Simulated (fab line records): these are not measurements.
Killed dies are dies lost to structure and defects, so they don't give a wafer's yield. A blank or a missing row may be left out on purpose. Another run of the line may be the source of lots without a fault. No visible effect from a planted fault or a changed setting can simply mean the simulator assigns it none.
What tool caused it? -- flow sky130 -- Sampling: 12 lots, 36 wafers, 2 of 708 route steps

WHAT THE GAUGES READ, wafer by wafer
SKY_PASSIVATION_THK_MEAS_03. Usual: PASSIVATION_CVD_02_THK gives 540 nm (standard deviation 8.5).
lot,measured,on,PASSIVATION_CVD_02_THK (nm),flag
L762,day 44 13:26,film_metro-03,531 536 549,
L763,day 45 14:35,film_metro-01,541 544 538,
L764,day 45 19:31,film_metro-01,541 536 554,
L765,day 46 07:04,film_metro-01,539 552 547,
L766,day 46 08:47,film_metro-01,545 554 545,
L770,day 46 22:53,film_metro-02,547 557 551,
L768,day 47 00:34,film_metro-01,539 545 544,
L769,day 47 01:23,film_metro-01,527 539 541,
L771,day 47 07:22,film_metro-02,524 545 537,
L775,day 47 19:11,film_metro-01,527 532 542,
L776,day 47 23:39,film_metro-02,594 604 594 593 604 594,OFF
L777,day 48 10:20,film_metro-01,594 594 588 594 594 588,OFF

WHAT TOOL EACH LOT RAN ON (gives the tool, then ch and the chambers of the sampled wafers, and finally the start)
lot,SKY_PASSIVATION_CVD_02
L762,"pecvd-04 ch 0,1,2, day 44 13:12"
L763,"pecvd-04 ch 0,1,2, day 45 14:26"
L764,"pecvd-04 ch 0,1,2, day 45 19:16"
L765,"pecvd-03 ch 0,1,2, day 46 06:50"
L766,"pecvd-03 ch 0,1,2, day 46 08:34"
L770,"pecvd-03 ch 1,2, day 46 22:38"
L768,"pecvd-03 ch 0,2, day 47 00:20"
L769,"pecvd-02 ch 0,2, day 47 01:10"
L771,"pecvd-02 ch 1,2, day 47 07:07"
L775,"pecvd-02 ch 0,1, day 47 18:58"
L776,"pecvd-02 ch 0,1,2, day 47 23:24"
L777,"pecvd-02 ch 0,1,2, day 48 10:07"
- SKY_PASSIVATION_CVD_02: deposits Si3N4, target thk 540 nm.

WHAT THE TOOLS THEMSELVES READ (means of the sampled wafers that have a number; where no wafer has one, the mark that the record gives instead)
SKY_PASSIVATION_CVD_02. Usual: heater_power_w 704 W, standard deviation 110; rf_fwd_power_W 448.8 W, standard deviation 1.4.
lot,tool,heater_power_w (W),rf_fwd_power_W (W),flag
L762,pecvd-04,631,450.6,
L763,pecvd-04,655,448.9,
L764,pecvd-04,686,448.8,
L765,pecvd-03,781,449.3,
L766,pecvd-03,805,449.3,
L770,pecvd-03,713,448.0,
L768,pecvd-03,848,448.8,
L769,pecvd-02,569,448.7,
L771,pecvd-02,731,449.2,
L775,pecvd-02,806,448.5,
L776,pecvd-02,654,627.7,OFF
L777,pecvd-02,597,628.6,OFF

THE ANSWER, worked out from the rows above alone
Rule: a lot counts as off when the mean over its wafers that have a number is more than 3 standard deviations away from the usual mean. A lot without any number at a reading at which 4 lots or more have one is off too. Where the step has rows for the other lots, those lots are counted as sound. First the gauges in route order, then the tools' own readings, where a lot's mean is used as printed above. The first step at which some lot is off is used, and at that step the reading that is off furthest; a lot without a number counts as furthest.
Off: L776, L777, at SKY_PASSIVATION_THK_MEAS_03 (PASSIVATION_CVD_02_THK).
If a tool, at a process step before that reading, ran all the lots that are off and no sound lot after the first of them, it fits. The gauges at SKY_PASSIVATION_THK_MEAS_03 aren't tried: what is off there is off at SKY_PASSIVATION_CVD_02 too, on other tools, and a gauge's error can't cause that. One fits: SKY_PASSIVATION_CVD_02 on pecvd-02. Its last sound lot is L775 (day 47 18:58), its first lot that is off L776 (day 47 23:24): a fault that began between those two fits.
The tool's own readings at SKY_PASSIVATION_CVD_02 bear it out: on the lots that are off they differ by more than 5 times the standard deviation of the sound lots' means. rf_fwd_power_W reads 628.2 W there against 449.0 W on the sound lots.

WHAT THE SIMULATOR HAD INSERTED
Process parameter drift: pecvd-02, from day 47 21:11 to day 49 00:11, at SKY_PASSIVATION_CVD_02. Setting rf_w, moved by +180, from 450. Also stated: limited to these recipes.
Shown lots that were struck: L776, L777. The rule above found the same.
